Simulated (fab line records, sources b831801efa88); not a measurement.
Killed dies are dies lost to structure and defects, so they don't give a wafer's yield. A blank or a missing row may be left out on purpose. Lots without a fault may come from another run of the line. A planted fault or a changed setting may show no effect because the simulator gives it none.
A struck lot beside a sound one | flow sky130 | 28 steps out of a route of 708
Sound: wafers L748.1, L748.2, L748.5. Struck: wafers L754.1, L754.2. (L754.3 of the same lot was not struck and is left out.) The cause comes at the end.
At each step with rows: each side's tool, then ch and its chambers, then its first start. Under that, the readings that differ: sound wafers | struck wafers | difference of the means | sigmas: that difference in standard deviations of wafers without a fault.
alike: readings whose means differ by less than 2 such deviations, and words and numbers that are the same on both sides. not compared: withheld readings, readings that some wafer has no value for, bounds like >300 that may hide the same value, and numbers for which the record gives no deviation and whose values overlap.
The two part at a step that has a row with sigmas, a row that says differs or no value, or rows on one side only. Numbers that don't overlap but have no deviation are shown without sigmas and don't part them. A reading that every wafer of one side lacks parts them only if that side has two wafers or more.

first, 1 step without rows for these wafers: SKY_VIA4_ETCH_12 (etches SiO2 in C4F8/O2/Ar, stops on TiN, target depth 580 nm).
SKY_VIA4_STRIP_13: strips in O2/N2.
  sound on plasma_asher-04 ch 0,1, day 45 12:53; struck on plasma_asher-04 ch 0,1, day 47 05:50
  alike: drypump_motor_current_A, oes_product_au, strip_time_to_endpoint_s
  not compared: rf_hours_counter_h
then, 5 steps without rows for these wafers: SKY_VIA4_STRIP_14 (strips in post etch residue remover, time 1200 s); SKY_VIA4_CLEAN_15 (cleans in IPA, time 180 s); SKY_VIA4_CLEAN_16 (cleans in O3/DIW); SKY_VIA4_SPUTTER_17 (material TiN, target thk 20 nm, time 80 s); SKY_VIA4_CVD_18 (deposits W, target thk 505 nm, time 152.14 s).
SKY_VIA4_RS_MEAS_19: measures by four-point-probe.
  sound on film_metro-02, day 45 13:47; struck on film_metro-04, day 47 06:38
  reading            | sound                | struck        | difference | sigmas
  VIA4_W_RS (ohm/sq) | 0.2241 0.2259 0.2255 | 0.2303 0.2307 | +0.0053    | +3
SKY_VIA4_THK_MEAS_20: measures by xrf.
  sound on film_metro-02, day 45 13:54; struck on film_metro-04, day 47 06:46
  alike: VIA4_W_THK
SKY_VIA4_CMP_21: polishes, stops on SiO2, t overpolish 25 s, target thk 0 nm.
  sound on cmp-01 ch 1,2,3, day 45 13:58; struck on cmp-01 ch 0,1, day 47 06:49
  alike: edge_zone_pressure_frac, motor_current_A, overpolish_run_s, slurry_flow_ml_min, time_to_endpoint_s
SKY_METAL5_SPUTTER_00: material Ti, target thk 15 nm, time 10 s.
  sound on pvd_sputter-02, day 45 14:16; struck on pvd_sputter-02, day 47 07:07
  alike: throttle_valve_pct
SKY_METAL5_SPUTTER_01: material TiN, target thk 20 nm, time 16.7 s.
  sound on pvd_sputter-02, day 45 14:17; struck on pvd_sputter-02, day 47 07:08
  alike: throttle_valve_pct
SKY_METAL5_SPUTTER_02: material AlCu, target thk 1150 nm, time 61.2 s.
  sound on pvd_sputter-02, day 45 14:19; struck on pvd_sputter-02, day 47 07:10
  reading                                     | sound          | struck      | difference | sigmas
  model.AlCu_of_METAL5_SPUTTER_02.thk_nm (nm) | 1152 1145 1148 | 988.8 967.2 | -170.3     |
  alike: throttle_valve_pct
then, 2 steps without rows for these wafers: SKY_METAL5_SPUTTER_03 (material Ti, target thk 5 nm, time 3.3 s); SKY_METAL5_SPUTTER_04 (material TiN, target thk 70 nm, time 58.3 s).
SKY_METAL5_RS_MEAS_05: measures by four-point-probe.
  sound on film_metro-03, day 45 14:25; struck on film_metro-04, day 47 07:17
  reading                 | sound                   | struck          | difference | sigmas
  METAL5_ALCU_RS (ohm/sq) | 0.02696 0.02709 0.02703 | 0.03151 0.03226 | +0.00486   | +17
SKY_METAL5_THK_MEAS_06: measures by xrf.
  sound on film_metro-03, day 45 14:32; struck on film_metro-04, day 47 07:24
  reading              | sound          | struck  | difference | sigmas
  METAL5_ALCU_THK (nm) | 1139 1130 1137 | 970 945 | -178       | -15
then, 7 steps without rows for these wafers: SKY_METAL5_DEHYDRATE_07 (time 60 s); SKY_METAL5_HMDS_08 (prime time 60 s); SKY_METAL5_COAT_09 (resist thk 1800 nm); SKY_METAL5_SOFTBAKE_10 (time 60 s); SKY_METAL5_EXPOSE_11 (exposes mask MM5, target cd 1600 nm); SKY_METAL5_PEB_12; SKY_METAL5_DEVELOP_13 (develop time 60 s).
SKY_METAL5_DESCUM_14: chemistry O2, time 11 s.
  sound on rie_metal-02 ch 0,1, day 46 12:04; struck on rie_metal-01 ch 0,1, day 48 02:41
  alike: drypump_motor_current_A, he_backside_leak_sccm, oes_product_au
  not compared: rf_hours_counter_h
SKY_METAL5_METAL_ETCH_15: etches the open film in Cl2/BCl3, stops on SiO2, target depth 1260 nm, time 252 s.
  sound on rie_metal-02 ch 0,1, day 46 12:05; struck on rie_metal-01 ch 0,1, day 48 02:43
  reading               | sound             | struck      | difference | sigmas
  oes_product_au (a.u.) | 0.895 0.892 0.894 | 0.834 0.822 | -0.066     | -15
  alike: drypump_motor_current_A, he_backside_leak_sccm, throttle_valve_pct
  not compared: rf_hours_counter_h
then, 1 step without rows for these wafers: SKY_METAL5_STRIP_16 (strips in O2/N2).
SKY_PAD_OPEN_PROBE_99:
  sound on prober-01, day 48 06:52; struck on prober-01, day 49 19:38
  reading                      | sound                   | struck          | difference | sigmas
  model.etest.met5.rs_ohm_sq   | 0.02726 0.02704 0.02724 | 0.03143 0.03209 | +0.00458   |
  model.etest.met5.line_ohm_um | 0.01703 0.01688 0.01705 | 0.01964 0.02005 | +0.00286   |
  alike: defect_limited_yield, killed_at_M0_to_M3, killed_at_M4_up, killed_at_contacts, killed_at_front_end, killed_at_other, killed_dies, killed_open, killed_short, sort_bin_3_pad_short, sort_bin_5_function, sort_bin_6_memory, sort_n_pass, sort_yield_pct

WHERE THEY PART
First at SKY_VIA4_RS_MEAS_19; last, within this record, at SKY_METAL5_METAL_ETCH_15. Later steps at which nothing parts them and some readings are alike: SKY_PAD_OPEN_PROBE_99.

WHY: what the simulator had put in
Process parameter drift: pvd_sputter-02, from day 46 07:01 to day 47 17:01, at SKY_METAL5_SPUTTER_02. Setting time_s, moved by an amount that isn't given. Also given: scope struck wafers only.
